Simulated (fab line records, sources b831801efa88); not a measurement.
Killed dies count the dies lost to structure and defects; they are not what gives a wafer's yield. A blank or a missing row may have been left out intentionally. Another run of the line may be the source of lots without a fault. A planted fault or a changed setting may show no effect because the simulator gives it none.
The tool behind it: which one? + flow sky130 + 18 wafers from 6 lots sampled at 4 of the route's 708 steps

WHAT EACH GAUGE READ, for each wafer
SKY_SD_N_OVL_MEAS_08.
| lot  | measured     | on         | SD_N_OVL (nm) |
|------|--------------|------------|---------------|
| L524 | day 29 05:59 | overlay-02 | 1.2 0.9 1.7   |
| L527 | day 30 08:04 | overlay-02 | 0.8 2.8 -1.1  |
| L535 | day 32 17:49 | overlay-01 | 0.3 1.2 -0.5  |
| L537 | day 33 11:40 | overlay-01 | 0.0 -0.6 -0.5 |
| L542 | day 35 00:08 | overlay-02 | 0.2 2.1 0.5   |
| L544 | day 35 07:44 | overlay-01 | -1.5 1.8 0.2  |

TOOL THAT RAN EACH LOT (tool first, then ch and the chambers of the sampled wafers, then the start)
| lot  | SKY_DNWELL_STRIP_08                 | SKY_POLY_GATE_ETCH_16              | SKY_LDD_N_EXPOSE_04                 |
|------|-------------------------------------|------------------------------------|-------------------------------------|
| L524 | plasma asher-01 ch 0,1, day 3 21:56 | rie diel-02 ch 1,3, day 17 16:51   | iline stepper-01 ch 0, day 18 11:49 |
| L527 | plasma asher-03 ch 0,1, day 4 14:08 | rie diel-01 ch 2,3, day 18 22:28   | iline stepper-02 ch 0, day 19 17:17 |
| L535 | plasma asher-04 ch 0,1, day 6 05:08 | rie diel-03 ch 0,1,3, day 21 12:19 | iline stepper-02 ch 0, day 22 06:23 |
| L537 | plasma asher-04 ch 0,1, day 6 18:27 | rie diel-02 ch 1,2,3, day 22 12:23 | iline stepper-02 ch 0, day 23 05:32 |
| L542 | plasma asher-03 ch 0,1, day 8 01:03 | rie diel-03 ch 0,1,3, day 24 05:56 | iline stepper-01 ch 0, day 24 22:56 |
| L544 | plasma asher-01 ch 0,1, day 8 10:58 | rie diel-03 ch 1,2,3, day 24 12:56 | iline stepper-01 ch 0, day 25 05:43 |
- SKY_DNWELL_STRIP_08: strips in O2/N2.
- SKY_POLY_GATE_ETCH_16: etches Si3N4 in CH3F/O2, stops on poly-Si, time 147.5 s, target depth 75 nm.
- SKY_LDD_N_EXPOSE_04: exposes mask NTM, target cd 840 nm.

THE ANSWER, worked out from the rows above alone
Rule: what is usual is taken from the lots themselves. The widest of any qualifying gaps counts: lots, ordered by their means at a reading, are off when they make up no more than a third of the lots, leave a main group of 4 or more, and stand apart from it by 3 or more times the standard deviation of that group's means. The tables above print the reading to a certain number of digits; a main group whose means all agree to those digits is not used. Also off: a lot with no number at a reading for which 4 or more lots have one. Any other lot the step has rows for is counted as sound.
Nothing can be told from this: no lot is off at any reading shown.

WHAT WAS PUT IN BY THE SIMULATOR
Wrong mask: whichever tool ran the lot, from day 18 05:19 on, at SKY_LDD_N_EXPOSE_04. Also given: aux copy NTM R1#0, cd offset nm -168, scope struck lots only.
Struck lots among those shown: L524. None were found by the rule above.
